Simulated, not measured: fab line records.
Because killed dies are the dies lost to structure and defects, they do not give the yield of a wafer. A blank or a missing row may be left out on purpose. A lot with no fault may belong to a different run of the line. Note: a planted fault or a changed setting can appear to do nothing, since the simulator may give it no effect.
Which tool was responsible?	flow gf180mcu	12 lots, 36 wafers sampled, at 2 steps of a route of 602

WHAT EACH GAUGE READ, for each wafer
GF_VT_IMPLANT_RS_MEAS_46: measures by four-point-probe. Usual: MVSD_RS typically reads 456.6 ohm/sq, with standard deviation 0.96.
lot	measured	on	MVSD_RS (ohm/sq)	flag
L848	day 7 13:22	film_metro-03	456.9 456.2 456.3	
L849	day 7 20:49	film_metro-02	457.2 456.9 457.4	
L850	day 8 04:22	film_metro-01	455.6 456.8 455.7	
L851	day 8 09:44	film_metro-02	457.3 457.7 457.9	
L852	day 8 16:01	film_metro-03	455.8 457.4 455.9	
L853	day 8 22:47	film_metro-01	456.3 458.0 457.9	
L854	day 9 05:38	film_metro-03	456.8 456.8 455.4	
L855	day 9 14:46	film_metro-03	456.6 456.5 456.1	
L856	day 9 22:18	film_metro-02	455.8 456.0 455.9	
L857	day 10 05:35	film_metro-01	457.6 457.5 457.8	
L863	day 11 21:19	film_metro-03	457.1 455.9 457.2	
L865	day 12 08:02	film_metro-02	457.4 457.3 457.7	

GF_POLY_GATE_CD_MEAS_10: the cd target is 280 nm. Usual: cd_nm 280.1 nm, standard deviation 1.4.
lot	measured	on	cd_nm (nm)	flag
L848	day 9 06:22	cd_sem-02	279.0 280.7 280.5	
L849	day 9 13:28	cd_sem-01	279.6 281.1 280.4	
L850	day 9 22:19	cd_sem-01	280.5 278.4 279.1	
L851	day 10 02:07	cd_sem-02	278.6 280.8 279.8	
L852	day 10 08:59	cd_sem-02	282.8 282.2 282.0	
L853	day 10 17:10	cd_sem-01	278.2 277.3 278.1	
L854	day 10 23:08	cd_sem-02	279.3 278.1 278.9	
L855	day 11 09:07	cd_sem-01	280.4 280.2 280.6	
L856	day 11 17:43	cd_sem-02	281.5 282.2 281.8	
L857	day 12 00:08	cd_sem-02	278.2 278.1 279.5	
L863	day 13 18:27	cd_sem-01	278.3 278.6 278.9	
L865	day 14 05:29	cd_sem-01	279.6 279.9 280.9	

WHAT TOOL EACH LOT RAN ON (gives the tool, then ch and the chambers of the sampled wafers, and finally the start)
The record shows no process step preceding these readings.

AS READ BY THE TOOLS THEMSELVES (means over the sampled wafers that have a number; for cases with no such wafer, the mark the record gives instead)
The record holds no such reading with a usual standard deviation.

THE ANSWER, worked out from the rows above alone
Rule: take the mean of a lot's wafers that have a number; if it is more than 3 standard deviations from the usual mean, the lot is off. A lot without any number at a reading at which 4 lots or more have one is off too. Where the step has rows for the other lots, those lots are counted as sound. After the gauges, taken in route order, come the tools' own readings; for these a lot's mean is taken, as printed above. The first step at which some lot is off is used, and at that step the reading that is off furthest; a lot without a number counts as furthest.
Across all readings shown, no lot is off: no conclusion can be drawn from this.

WHAT WAS PUT IN BY THE SIMULATOR
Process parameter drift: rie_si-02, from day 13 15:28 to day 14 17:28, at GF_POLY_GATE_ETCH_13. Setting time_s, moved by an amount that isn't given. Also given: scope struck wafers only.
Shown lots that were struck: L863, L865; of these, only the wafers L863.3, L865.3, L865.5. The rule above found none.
